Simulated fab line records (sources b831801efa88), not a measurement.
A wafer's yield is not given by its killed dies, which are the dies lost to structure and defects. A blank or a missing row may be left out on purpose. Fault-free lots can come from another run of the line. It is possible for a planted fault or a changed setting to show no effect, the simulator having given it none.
fab line records :: flow sky130
record:
  lots: 5
  wafers: 15
  last_day: 50
route steps=708 shown VT_ADJUST_LVTN@109 VT_ADJUST_NCORE@119
lots that met no fault: from a run of the same line without faults
start_h: hours from the record's opening day to when the first of the lot's shown wafers began :: wait_h: hours from the lot's prior step to this one :: " identical to the entry in the row above :: L1.1+2: one row covering several wafers at once :: - no value, or no start was given :: * or withheld: withheld :: < > ~ a bound
route shown NAME@n: names a module that has steps shown in the file, with the first one's number in the route :: usual: average and standard deviation across the fault-free wafers :: same: alike in all rows :: chamber/n: place in a boat :: sites: per-site readings :: _std_site: standard deviation of those values :: _edge_site: the outer-site mean with the inner-site mean subtracted :: radius_mm: how far each site lies from the wafer's centre :: mask NAME#n: copy n :: behind: tool/chamber where the wafer was last shaped :: hold: what put the lot on hold/how long, in hours/how the hold closed :: device: whichever transistor did not switch (one of n, p or np) :: end of line: the same wafers' tests at the end of the route :: step lacking rows: just its recipe :: killed: the dies lost at the first sort to structure and to defects; this is not the yield of the wafer :: map: a wafer's dies, marking killed ones x, the rest . and places with no die _
set.NAME: the run value of the setting; set.NAME@STEP: its run value at that earlier step :: model.NAME: the simulator's own value behind a step, which no gauge read
lots seen at some steps along the route; tables by step, rows by wafer
services: from which hour (start_h, from the record's first day; less than 0 if before it) a tool's chamber was out of use, for how many hours, and why
== steps ==
step: SKY_VT_ADJUST_LVTN_HMDS_12
recipe:
  prime_time_s: 60
  prime_temp_c: 120
lot.wafer: L087.3+4+6
tool: litho_track-01
chamber: 0
start_h: 236.28
wait_h: 0.1

lot.wafer: L092.1+3+6
tool: litho_track-04
chamber: 0
start_h: 274.82
wait_h: 0.1

lot.wafer: L094.2+3+6
tool: litho_track-01
chamber: 0
start_h: 287.40
wait_h: 0.1

lot.wafer: L095.3+5+6
tool: litho_track-03
chamber: 0
start_h: 296.20
wait_h: 0.1

lot.wafer: L097.1+3+6
tool: litho_track-01
chamber: 0
start_h: 307.53
wait_h: 0.1
step: SKY_VT_ADJUST_LVTN_COAT_13
recipe:
  resist: NOVOLAK
  spin_rpm: 3000
  resist_thk_nm: 1129
lot.wafer: L087.3+4+6
tool: litho_track-01
chamber: 0
start_h: 236.43
wait_h: 0.1

lot.wafer: L092.1+3+6
tool: litho_track-04
chamber: 0
start_h: 274.97
wait_h: 0.1

lot.wafer: L094.2+3+6
tool: litho_track-01
chamber: 0
start_h: 287.55
wait_h: 0.1

lot.wafer: L095.3+5+6
tool: litho_track-03
chamber: 0
start_h: 296.35
wait_h: 0.1

lot.wafer: L097.1+3+6
tool: litho_track-01
chamber: 0
start_h: 307.68
wait_h: 0.1
step: SKY_VT_ADJUST_LVTN_SOFTBAKE_14
recipe:
  temp_c: 90
  time_s: 60
  resist: NOVOLAK
usual:
  heater_power_total_W: 56.59/0.045
  plate_temp_C: 89.97/0.14
lot.wafer: L087.3
tool: litho_track-01
chamber: 0
start_h: 236.58
wait_h: 0.1
heater_power_total_W: 56.53
plate_temp_C: 90.17

lot.wafer: L087.4
tool: litho_track-01
chamber: 0
start_h: 236.58
wait_h: 0.1
heater_power_total_W: 56.68
plate_temp_C: 89.97

lot.wafer: L087.6
tool: litho_track-01
chamber: 0
start_h: 236.58
wait_h: 0.1
heater_power_total_W: 56.61
plate_temp_C: 90.07

lot.wafer: L092.1
tool: litho_track-04
chamber: 0
start_h: 275.12
wait_h: 0.1
heater_power_total_W: 56.66
plate_temp_C: 90.05

lot.wafer: L092.3
tool: litho_track-04
chamber: 0
start_h: 275.12
wait_h: 0.1
heater_power_total_W: 56.59
plate_temp_C: 89.96

lot.wafer: L092.6
tool: litho_track-04
chamber: 0
start_h: 275.12
wait_h: 0.1
heater_power_total_W: 56.58
plate_temp_C: 89.90

lot.wafer: L094.2
tool: litho_track-01
chamber: 0
start_h: 287.70
wait_h: 0.1
heater_power_total_W: 56.59
plate_temp_C: 89.85

lot.wafer: L094.3
tool: litho_track-01
chamber: 0
start_h: 287.70
wait_h: 0.1
heater_power_total_W: 56.62
plate_temp_C: 89.91

lot.wafer: L094.6
tool: litho_track-01
chamber: 0
start_h: 287.70
wait_h: 0.1
heater_power_total_W: 56.67
plate_temp_C: 89.77

lot.wafer: L095.3
tool: litho_track-03
chamber: 0
start_h: 296.50
wait_h: 0.1
heater_power_total_W: 56.58
plate_temp_C: 89.97

lot.wafer: L095.5
tool: litho_track-03
chamber: 0
start_h: 296.50
wait_h: 0.1
heater_power_total_W: 56.57
plate_temp_C: 89.85

lot.wafer: L095.6
tool: litho_track-03
chamber: 0
start_h: 296.50
wait_h: 0.1
heater_power_total_W: 56.55
plate_temp_C: 89.82

lot.wafer: L097.1
tool: litho_track-01
chamber: 0
start_h: 307.83
wait_h: 0.1
heater_power_total_W: 56.63
plate_temp_C: 90.04

lot.wafer: L097.3
tool: litho_track-01
chamber: 0
start_h: 307.83
wait_h: 0.1
heater_power_total_W: 56.64
plate_temp_C: 90.14

lot.wafer: L097.6
tool: litho_track-01
chamber: 0
start_h: 307.83
wait_h: 0.1
heater_power_total_W: 56.57
plate_temp_C: 89.91
step: SKY_VT_ADJUST_LVTN_EXPOSE_15
recipe:
  mask_id: HVN_STD_DERIVED
  na: 0.6
  source_shape: conventional
  sigma_outer: 0.6
  polarization: unpolarized
  target_cd_nm: 600
  dose_mj: 163
lot.wafer: L087.3+4+6
tool: iline_stepper-01
chamber: 0
start_h: -
wait_h: -
mask: HVN_STD_DERIVED#0

lot.wafer: L092.1+3+6
tool: iline_stepper-02
chamber: 0
start_h: -
wait_h: -
mask: HVN_STD_DERIVED#0

lot.wafer: L094.2+3+6
tool: iline_stepper-01
chamber: 0
start_h: -
wait_h: -
mask: HVN_STD_DERIVED#0

lot.wafer: L095.3+5+6
tool: iline_stepper-01
chamber: 0
start_h: -
wait_h: -
mask: HVN_STD_DERIVED#0

lot.wafer: L097.1+3+6
tool: iline_stepper-02
chamber: 0
start_h: -
wait_h: -
mask: HVN_STD_DERIVED#0
step: SKY_VT_ADJUST_LVTN_PEB_16
recipe:
  temp_c: withheld
  time_s: *
  resist: NOVOLAK
lot.wafer: L087.3+4+6
tool: litho_track-01
chamber: 0
start_h: -
wait_h: -

lot.wafer: L092.1+3+6
tool: litho_track-04
chamber: 0
start_h: -
wait_h: -

lot.wafer: L094.2+3+6
tool: litho_track-04
chamber: 0
start_h: -
wait_h: -

lot.wafer: L095.3+5+6
tool: litho_track-03
chamber: 0
start_h: -
wait_h: -

lot.wafer: L097.1+3+6
tool: litho_track-04
chamber: 0
start_h: -
wait_h: -
step: SKY_VT_ADJUST_LVTN_DEVELOP_17
recipe:
  resist: NOVOLAK
  developer: TMAH
  develop_time_s: 60
  dev_temp_c: 23
lot.wafer: L087.3+4+6
tool: litho_track-01
chamber: 0
start_h: 248.78
wait_h: 0.1

lot.wafer: L092.1+3+6
tool: litho_track-04
chamber: 0
start_h: 287.52
wait_h: 0.1

lot.wafer: L094.2+3+6
tool: litho_track-04
chamber: 0
start_h: 300.24
wait_h: 0.1

lot.wafer: L095.3+5+6
tool: litho_track-03
chamber: 0
start_h: 309.65
wait_h: 0.1

lot.wafer: L097.1+3+6
tool: litho_track-04
chamber: 0
start_h: 320.42
wait_h: 0.1
step: SKY_VT_ADJUST_LVTN_OVL_MEAS_18
usual:
  VT_ADJUST_LVTN_01_OVL: 0.0/1.4
lot.wafer: L087.3
tool: overlay-02
chamber: -
start_h: 248.89
wait_h: 0.1
VT_ADJUST_LVTN_01_OVL[nm]: 0.9

lot.wafer: L087.4
tool: overlay-02
chamber: -
start_h: 248.89
wait_h: 0.1
VT_ADJUST_LVTN_01_OVL[nm]: -0.8

lot.wafer: L087.6
tool: overlay-02
chamber: -
start_h: 248.89
wait_h: 0.1
VT_ADJUST_LVTN_01_OVL[nm]: 0.8

lot.wafer: L092.1
tool: overlay-01
chamber: -
start_h: 287.67
wait_h: 0.1
VT_ADJUST_LVTN_01_OVL[nm]: -2.3

lot.wafer: L092.3
tool: overlay-01
chamber: -
start_h: 287.67
wait_h: 0.1
VT_ADJUST_LVTN_01_OVL[nm]: -1.2

lot.wafer: L092.6
tool: overlay-01
chamber: -
start_h: 287.67
wait_h: 0.1
VT_ADJUST_LVTN_01_OVL[nm]: -1.5

lot.wafer: L094.2
tool: overlay-02
chamber: -
start_h: 300.37
wait_h: 0.1
VT_ADJUST_LVTN_01_OVL[nm]: 0.8

lot.wafer: L094.3
tool: overlay-02
chamber: -
start_h: 300.37
wait_h: 0.1
VT_ADJUST_LVTN_01_OVL[nm]: -0.6

lot.wafer: L094.6
tool: overlay-02
chamber: -
start_h: 300.37
wait_h: 0.1
VT_ADJUST_LVTN_01_OVL[nm]: -0.9

lot.wafer: L095.3
tool: overlay-02
chamber: -
start_h: 309.76
wait_h: 0.1
VT_ADJUST_LVTN_01_OVL[nm]: -1.9

lot.wafer: L095.5
tool: overlay-02
chamber: -
start_h: 309.76
wait_h: 0.1
VT_ADJUST_LVTN_01_OVL[nm]: -1.2

lot.wafer: L095.6
tool: overlay-02
chamber: -
start_h: 309.76
wait_h: 0.1
VT_ADJUST_LVTN_01_OVL[nm]: -1.7

lot.wafer: L097.1
tool: overlay-02
chamber: -
start_h: 320.57
wait_h: 0.1
VT_ADJUST_LVTN_01_OVL[nm]: 0.0

lot.wafer: L097.3
tool: overlay-02
chamber: -
start_h: 320.57
wait_h: 0.1
VT_ADJUST_LVTN_01_OVL[nm]: -0.1

lot.wafer: L097.6
tool: overlay-02
chamber: -
start_h: 320.57
wait_h: 0.1
VT_ADJUST_LVTN_01_OVL[nm]: -0.4
step: SKY_VT_ADJUST_LVTN_IMPLANT_19
recipe:
  species: B
  energy_kev: 30
  dose_cm2: 6.5e+11
  tilt_deg: withheld
lot.wafer: L087.3+4+6
tool: implanter-04
chamber: 0
start_h: 248.97
wait_h: 0.1

lot.wafer: L092.1+3+6
tool: implanter-02
chamber: 0
start_h: 287.70
wait_h: 0.0

lot.wafer: L094.2+3+6
tool: implanter-04
chamber: 0
start_h: 300.43
wait_h: 0.0

lot.wafer: L095.3+5+6
tool: implanter-02
chamber: 0
start_h: 309.83
wait_h: 0.1

lot.wafer: L097.1+3+6
tool: implanter-01
chamber: 0
start_h: 320.60
wait_h: 0.0
step: SKY_VT_ADJUST_LVTN_STRIP_20
recipe:
  chemistry: O2/N2
  power_w: 1400
  pressure_mtorr: 1500
  platen_temp_c: withheld
  o2_flow_sccm: 3000
  n2_flow_sccm: 300
  overash_fraction: 0.5
usual:
  drypump_motor_current_A: 5.7/0.41
  n2_flow_sccm: 300.1/0.89
  oes_product_au: 0.715/0.0044
  strip_time_to_endpoint_s: 14.07/0.037
lot.wafer: L087.3
tool: plasma_asher-04
chamber: 1
start_h: 249.10
wait_h: 0.1
drypump_motor_current_A: 5.7
n2_flow_sccm: 300.4
oes_product_au: 0.723
rf_hours_counter_h: -
strip_time_to_endpoint_s: 14.05

lot.wafer: L087.4
tool: plasma_asher-04
chamber: 0
start_h: 249.10
wait_h: 0.1
drypump_motor_current_A: 5.3
n2_flow_sccm: 299.6
oes_product_au: 0.720
rf_hours_counter_h: -
strip_time_to_endpoint_s: 14.05

lot.wafer: L087.6
tool: plasma_asher-04
chamber: 0
start_h: 249.10
wait_h: 0.1
drypump_motor_current_A: 5.3
n2_flow_sccm: 300.6
oes_product_au: 0.718
rf_hours_counter_h: -
strip_time_to_endpoint_s: 14.06

lot.wafer: L092.1
tool: plasma_asher-01
chamber: 1
start_h: 287.85
wait_h: 0.1
drypump_motor_current_A: 5.2
n2_flow_sccm: 300.9
oes_product_au: 0.714
rf_hours_counter_h: 59
strip_time_to_endpoint_s: 14.05

lot.wafer: L092.3
tool: plasma_asher-01
chamber: 1
start_h: 287.85
wait_h: 0.1
drypump_motor_current_A: 5.2
n2_flow_sccm: 300.9
oes_product_au: 0.714
rf_hours_counter_h: -
strip_time_to_endpoint_s: 14.03

lot.wafer: L092.6
tool: plasma_asher-01
chamber: 1
start_h: 287.85
wait_h: 0.1
drypump_motor_current_A: 5.2
n2_flow_sccm: 301.7
oes_product_au: 0.713
rf_hours_counter_h: -
strip_time_to_endpoint_s: 14.02

lot.wafer: L094.2
tool: plasma_asher-04
chamber: 1
start_h: 300.55
wait_h: 0.1
drypump_motor_current_A: 5.7
n2_flow_sccm: 298.7
oes_product_au: 0.711
rf_hours_counter_h: 48
strip_time_to_endpoint_s: 14.12

lot.wafer: L094.3
tool: plasma_asher-04
chamber: 1
start_h: 300.55
wait_h: 0.1
drypump_motor_current_A: 5.7
n2_flow_sccm: 300.7
oes_product_au: 0.710
rf_hours_counter_h: -
strip_time_to_endpoint_s: 14.07

lot.wafer: L094.6
tool: plasma_asher-04
chamber: 0
start_h: 300.55
wait_h: 0.1
drypump_motor_current_A: 5.3
n2_flow_sccm: 299.7
oes_product_au: 0.714
rf_hours_counter_h: -
strip_time_to_endpoint_s: 14.07

lot.wafer: L095.3
tool: plasma_asher-03
chamber: 0
start_h: 309.97
wait_h: 0.1
drypump_motor_current_A: 5.9
n2_flow_sccm: 299.9
oes_product_au: 0.720
rf_hours_counter_h: -
strip_time_to_endpoint_s: 14.07

lot.wafer: L095.5
tool: plasma_asher-03
chamber: 0
start_h: 309.97
wait_h: 0.1
drypump_motor_current_A: 5.9
n2_flow_sccm: 298.9
oes_product_au: 0.708
rf_hours_counter_h: -
strip_time_to_endpoint_s: 14.07

lot.wafer: L095.6
tool: plasma_asher-03
chamber: 1
start_h: 309.97
wait_h: 0.1
drypump_motor_current_A: 6.1
n2_flow_sccm: 299.9
oes_product_au: 0.711
rf_hours_counter_h: -
strip_time_to_endpoint_s: 14.11

lot.wafer: L097.1
tool: plasma_asher-01
chamber: 1
start_h: 320.75
wait_h: 0.1
drypump_motor_current_A: 5.2
n2_flow_sccm: 299.6
oes_product_au: 0.716
rf_hours_counter_h: 63
strip_time_to_endpoint_s: 13.99

lot.wafer: L097.3
tool: plasma_asher-01
chamber: 1
start_h: 320.75
wait_h: 0.1
drypump_motor_current_A: 5.2
n2_flow_sccm: 299.8
oes_product_au: 0.709
rf_hours_counter_h: -
strip_time_to_endpoint_s: 14.01

lot.wafer: L097.6
tool: plasma_asher-01
chamber: 1
start_h: 320.75
wait_h: 0.1
drypump_motor_current_A: 5.2
n2_flow_sccm: 299.0
oes_product_au: 0.722
rf_hours_counter_h: -
strip_time_to_endpoint_s: 13.99
step: SKY_VT_ADJUST_LVTN_TW_MEAS_21
usual:
  VT_ADJUST_LVTN_2_TW: 188.4/1.5
lot.wafer: L087.3
tool: film_metro-04
chamber: -
start_h: 249.19
wait_h: 0.1
VT_ADJUST_LVTN_2_TW: 186.7

lot.wafer: L087.4
tool: film_metro-04
chamber: -
start_h: 249.19
wait_h: 0.1
VT_ADJUST_LVTN_2_TW: 187.9

lot.wafer: L087.6
tool: film_metro-04
chamber: -
start_h: 249.19
wait_h: 0.1
VT_ADJUST_LVTN_2_TW: 187.3

lot.wafer: L092.1
tool: film_metro-02
chamber: -
start_h: 287.95
wait_h: 0.1
VT_ADJUST_LVTN_2_TW: 188.1

lot.wafer: L092.3
tool: film_metro-02
chamber: -
start_h: 287.95
wait_h: 0.1
VT_ADJUST_LVTN_2_TW: 187.7

lot.wafer: L092.6
tool: film_metro-02
chamber: -
start_h: 287.95
wait_h: 0.1
VT_ADJUST_LVTN_2_TW: 187.2

lot.wafer: L094.2
tool: film_metro-02
chamber: -
start_h: 300.66
wait_h: 0.1
VT_ADJUST_LVTN_2_TW: 188.8

lot.wafer: L094.3
tool: film_metro-02
chamber: -
start_h: 300.66
wait_h: 0.1
VT_ADJUST_LVTN_2_TW: 188.0

lot.wafer: L094.6
tool: film_metro-02
chamber: -
start_h: 300.66
wait_h: 0.1
VT_ADJUST_LVTN_2_TW: 188.3

lot.wafer: L095.3
tool: film_metro-01
chamber: -
start_h: 310.05
wait_h: 0.1
VT_ADJUST_LVTN_2_TW: 189.2

lot.wafer: L095.5
tool: film_metro-01
chamber: -
start_h: 310.05
wait_h: 0.1
VT_ADJUST_LVTN_2_TW: 189.4

lot.wafer: L095.6
tool: film_metro-01
chamber: -
start_h: 310.05
wait_h: 0.1
VT_ADJUST_LVTN_2_TW: 190.6

lot.wafer: L097.1
tool: film_metro-04
chamber: -
start_h: 320.85
wait_h: 0.1
VT_ADJUST_LVTN_2_TW: 187.3

lot.wafer: L097.3
tool: film_metro-04
chamber: -
start_h: 320.85
wait_h: 0.1
VT_ADJUST_LVTN_2_TW: 186.8

lot.wafer: L097.6
tool: film_metro-04
chamber: -
start_h: 320.85
wait_h: 0.1
VT_ADJUST_LVTN_2_TW: 187.3
step: SKY_VT_ADJUST_NCORE_DEHYDRATE_00
recipe:
  temp_c: 200
  time_s: 60
usual:
  heater_power_total_W: 160.39/0.11
  plate_temp_C: 199.98/0.18
lot.wafer: L087.3
tool: litho_track-01
chamber: 0
start_h: 260.43
wait_h: 11.2
heater_power_total_W: 160.36
plate_temp_C: 199.86

lot.wafer: L087.4
tool: litho_track-01
chamber: 0
start_h: 260.43
wait_h: 11.2
heater_power_total_W: 160.51
plate_temp_C: 199.96

lot.wafer: L087.6
tool: litho_track-01
chamber: 0
start_h: 260.43
wait_h: 11.2
heater_power_total_W: 160.62
plate_temp_C: 199.94

lot.wafer: L092.1
tool: litho_track-01
chamber: 0
start_h: 299.98
wait_h: 12.0
heater_power_total_W: 160.23
plate_temp_C: 199.84

lot.wafer: L092.3
tool: litho_track-01
chamber: 0
start_h: 299.98
wait_h: 12.0
heater_power_total_W: 160.50
plate_temp_C: 199.72

lot.wafer: L092.6
tool: litho_track-01
chamber: 0
start_h: 299.98
wait_h: 12.0
heater_power_total_W: 160.49
plate_temp_C: 199.88

lot.wafer: L094.2
tool: litho_track-01
chamber: 0
start_h: 313.30
wait_h: 12.6
heater_power_total_W: 160.28
plate_temp_C: 199.71

lot.wafer: L094.3
tool: litho_track-01
chamber: 0
start_h: 313.30
wait_h: 12.6
heater_power_total_W: 160.31
plate_temp_C: 199.76

lot.wafer: L094.6
tool: litho_track-01
chamber: 0
start_h: 313.30
wait_h: 12.6
heater_power_total_W: 160.41
plate_temp_C: 199.70

lot.wafer: L095.3
tool: litho_track-03
chamber: 0
start_h: 321.75
wait_h: 11.7
heater_power_total_W: 160.17
plate_temp_C: 199.73

lot.wafer: L095.5
tool: litho_track-03
chamber: 0
start_h: 321.75
wait_h: 11.7
heater_power_total_W: 160.34
plate_temp_C: 199.75

lot.wafer: L095.6
tool: litho_track-03
chamber: 0
start_h: 321.75
wait_h: 11.7
heater_power_total_W: 160.54
plate_temp_C: 199.67

lot.wafer: L097.1
tool: litho_track-01
chamber: 0
start_h: 333.23
wait_h: 12.4
heater_power_total_W: 160.57
plate_temp_C: 200.05

lot.wafer: L097.3
tool: litho_track-01
chamber: 0
start_h: 333.23
wait_h: 12.4
heater_power_total_W: 160.38
plate_temp_C: 200.52

lot.wafer: L097.6
tool: litho_track-01
chamber: 0
start_h: 333.23
wait_h: 12.4
heater_power_total_W: 160.52
plate_temp_C: 200.56
step: SKY_VT_ADJUST_NCORE_HMDS_01
recipe:
  prime_time_s: 60
  prime_temp_c: 120
lot.wafer: L087.3+4+6
tool: litho_track-01
chamber: 0
start_h: 260.58
wait_h: 0.1

lot.wafer: L092.1+3+6
tool: litho_track-01
chamber: 0
start_h: 300.13
wait_h: 0.1

lot.wafer: L094.2+3+6
tool: litho_track-01
chamber: 0
start_h: 313.45
wait_h: 0.1

lot.wafer: L095.3+5+6
tool: litho_track-03
chamber: 0
start_h: 321.90
wait_h: 0.1

lot.wafer: L097.1+3+6
tool: litho_track-01
chamber: 0
start_h: 333.38
wait_h: 0.1
step: SKY_VT_ADJUST_NCORE_COAT_02
recipe:
  resist: NOVOLAK
  spin_rpm: 3000
  resist_thk_nm: 1140
lot.wafer: L087.3+4+6
tool: litho_track-01
chamber: 0
start_h: 260.73
wait_h: 0.1

lot.wafer: L092.1+3+6
tool: litho_track-01
chamber: 0
start_h: 300.28
wait_h: 0.1

lot.wafer: L094.2+3+6
tool: litho_track-01
chamber: 0
start_h: 313.60
wait_h: 0.1

lot.wafer: L095.3+5+6
tool: litho_track-03
chamber: 0
start_h: 322.05
wait_h: 0.1

lot.wafer: L097.1+3+6
tool: litho_track-01
chamber: 0
start_h: 333.53
wait_h: 0.1
step: SKY_VT_ADJUST_NCORE_SOFTBAKE_03
recipe:
  temp_c: 90
  time_s: 60
  resist: NOVOLAK
usual:
  heater_power_total_W: 56.60/0.047
  plate_temp_C: 89.99/0.13
lot.wafer: L087.3
tool: litho_track-01
chamber: 0
start_h: 260.88
wait_h: 0.1
heater_power_total_W: 56.59
plate_temp_C: 89.90

lot.wafer: L087.4
tool: litho_track-01
chamber: 0
start_h: 260.88
wait_h: 0.1
heater_power_total_W: 56.68
plate_temp_C: 90.12

lot.wafer: L087.6
tool: litho_track-01
chamber: 0
start_h: 260.88
wait_h: 0.1
heater_power_total_W: 56.58
plate_temp_C: 89.75

lot.wafer: L092.1
tool: litho_track-01
chamber: 0
start_h: 300.43
wait_h: 0.1
heater_power_total_W: 56.60
plate_temp_C: 89.87

lot.wafer: L092.3
tool: litho_track-01
chamber: 0
start_h: 300.43
wait_h: 0.1
heater_power_total_W: 56.54
plate_temp_C: 90.15

lot.wafer: L092.6
tool: litho_track-01
chamber: 0
start_h: 300.43
wait_h: 0.1
heater_power_total_W: 56.55
plate_temp_C: 89.94

lot.wafer: L094.2
tool: litho_track-01
chamber: 0
start_h: 313.75
wait_h: 0.1
heater_power_total_W: 56.62
plate_temp_C: 90.07

lot.wafer: L094.3
tool: litho_track-01
chamber: 0
start_h: 313.75
wait_h: 0.1
heater_power_total_W: 56.60
plate_temp_C: 90.02

lot.wafer: L094.6
tool: litho_track-01
chamber: 0
start_h: 313.75
wait_h: 0.1
heater_power_total_W: 56.61
plate_temp_C: 90.13

lot.wafer: L095.3
tool: litho_track-03
chamber: 0
start_h: 322.20
wait_h: 0.1
heater_power_total_W: 56.64
plate_temp_C: 90.06

lot.wafer: L095.5
tool: litho_track-03
chamber: 0
start_h: 322.20
wait_h: 0.1
heater_power_total_W: 56.69
plate_temp_C: 90.07

lot.wafer: L095.6
tool: litho_track-03
chamber: 0
start_h: 322.20
wait_h: 0.1
heater_power_total_W: 56.61
plate_temp_C: 89.92

lot.wafer: L097.1
tool: litho_track-01
chamber: 0
start_h: 333.68
wait_h: 0.1
heater_power_total_W: 56.65
plate_temp_C: 89.98

lot.wafer: L097.3
tool: litho_track-01
chamber: 0
start_h: 333.68
wait_h: 0.1
heater_power_total_W: 56.68
plate_temp_C: 89.80

lot.wafer: L097.6
tool: litho_track-01
chamber: 0
start_h: 333.68
wait_h: 0.1
heater_power_total_W: 56.61
plate_temp_C: 89.98
step: SKY_VT_ADJUST_NCORE_EXPOSE_04
recipe:
  mask_id: LVTN_COMPLEMENT_THIN
  na: 0.6
  source_shape: conventional
  sigma_outer: 0.6
  polarization: unpolarized
  target_cd_nm: 380
  dose_mj: 139
lot.wafer: L087.3+4+6
tool: iline_stepper-01
chamber: 0
start_h: -
wait_h: -
mask: LVTN_COMPLEMENT_THIN#0

lot.wafer: L092.1+3+6
tool: iline_stepper-01
chamber: 0
start_h: -
wait_h: -
mask: LVTN_COMPLEMENT_THIN#0

lot.wafer: L094.2+3+6
tool: iline_stepper-01
chamber: 0
start_h: -
wait_h: -
mask: LVTN_COMPLEMENT_THIN#0

lot.wafer: L095.3+5+6
tool: iline_stepper-02
chamber: 0
start_h: -
wait_h: -
mask: LVTN_COMPLEMENT_THIN#0

lot.wafer: L097.1+3+6
tool: iline_stepper-01
chamber: 0
start_h: -
wait_h: -
mask: LVTN_COMPLEMENT_THIN#0
step: SKY_VT_ADJUST_NCORE_PEB_05
recipe:
  temp_c: withheld
  time_s: *
  resist: NOVOLAK
lot.wafer: L087.3+4+6
tool: litho_track-01
chamber: 0
start_h: -
wait_h: -

lot.wafer: L092.1+3+6
tool: litho_track-03
chamber: 0
start_h: -
wait_h: -

lot.wafer: L094.2+3+6
tool: litho_track-02
chamber: 0
start_h: -
wait_h: -

lot.wafer: L095.3+5+6
tool: litho_track-01
chamber: 0
start_h: -
wait_h: -

lot.wafer: L097.1+3+6
tool: litho_track-01
chamber: 0
start_h: -
wait_h: -
step: SKY_VT_ADJUST_NCORE_DEVELOP_06
recipe:
  resist: NOVOLAK
  developer: TMAH
  develop_time_s: 60
  dev_temp_c: 23
lot.wafer: L087.3+4+6
tool: litho_track-01
chamber: 0
start_h: 273.23
wait_h: 0.1

lot.wafer: L092.1+3+6
tool: litho_track-03
chamber: 0
start_h: 313.15
wait_h: 0.1

lot.wafer: L094.2+3+6
tool: litho_track-02
chamber: 0
start_h: 326.22
wait_h: 0.1

lot.wafer: L095.3+5+6
tool: litho_track-01
chamber: 0
start_h: 334.68
wait_h: 0.1

lot.wafer: L097.1+3+6
tool: litho_track-01
chamber: 0
start_h: 346.18
wait_h: 0.1
step: SKY_VT_ADJUST_NCORE_CD_MEAS_07
recipe:
  target_cd_nm: 380
usual:
  cd_nm: 380.5/2.8
lot.wafer: L087.3
tool: cd_sem-02
chamber: -
start_h: 273.37
wait_h: 0.1
cd_nm: 381.8

lot.wafer: L087.4
tool: cd_sem-02
chamber: -
start_h: 273.37
wait_h: 0.1
cd_nm: 378.8

lot.wafer: L087.6
tool: cd_sem-02
chamber: -
start_h: 273.37
wait_h: 0.1
cd_nm: 379.5

lot.wafer: L092.1
tool: cd_sem-02
chamber: -
start_h: 313.30
wait_h: 0.1
cd_nm: 378.9

lot.wafer: L092.3
tool: cd_sem-02
chamber: -
start_h: 313.30
wait_h: 0.1
cd_nm: 380.2

lot.wafer: L092.6
tool: cd_sem-02
chamber: -
start_h: 313.30
wait_h: 0.1
cd_nm: 376.7

lot.wafer: L094.2
tool: cd_sem-01
chamber: -
start_h: 326.37
wait_h: 0.1
cd_nm: 382.4

lot.wafer: L094.3
tool: cd_sem-01
chamber: -
start_h: 326.37
wait_h: 0.1
cd_nm: 382.5

lot.wafer: L094.6
tool: cd_sem-01
chamber: -
start_h: 326.37
wait_h: 0.1
cd_nm: 382.2

lot.wafer: L095.3
tool: cd_sem-02
chamber: -
start_h: 334.82
wait_h: 0.1
cd_nm: 383.3

lot.wafer: L095.5
tool: cd_sem-02
chamber: -
start_h: 334.82
wait_h: 0.1
cd_nm: 382.2

lot.wafer: L095.6
tool: cd_sem-02
chamber: -
start_h: 334.82
wait_h: 0.1
cd_nm: 382.6

lot.wafer: L097.1
tool: cd_sem-02
chamber: -
start_h: 346.33
wait_h: 0.1
cd_nm: 377.2

lot.wafer: L097.3
tool: cd_sem-02
chamber: -
start_h: 346.33
wait_h: 0.1
cd_nm: 381.0

lot.wafer: L097.6
tool: cd_sem-02
chamber: -
start_h: 346.33
wait_h: 0.1
cd_nm: 377.5
== services ==
tool: iline_stepper-02
chamber: -
start_h: 231.24
hours: 4.4
kind: pm

tool: implanter-04
chamber: -
start_h: 240.36
hours: 1.3
kind: repair

tool: iline_stepper-01
chamber: -
start_h: 279.67
hours: 1.7
kind: pm

tool: plasma_asher-04
chamber: -
start_h: 311.88
hours: 2.5
kind: repair

tool: plasma_asher-04
chamber: -
start_h: 318.23
hours: 2.8
kind: pm

tool: implanter-04
chamber: -
start_h: 341.64
hours: 2.8
kind: repair
== key ==
fault none
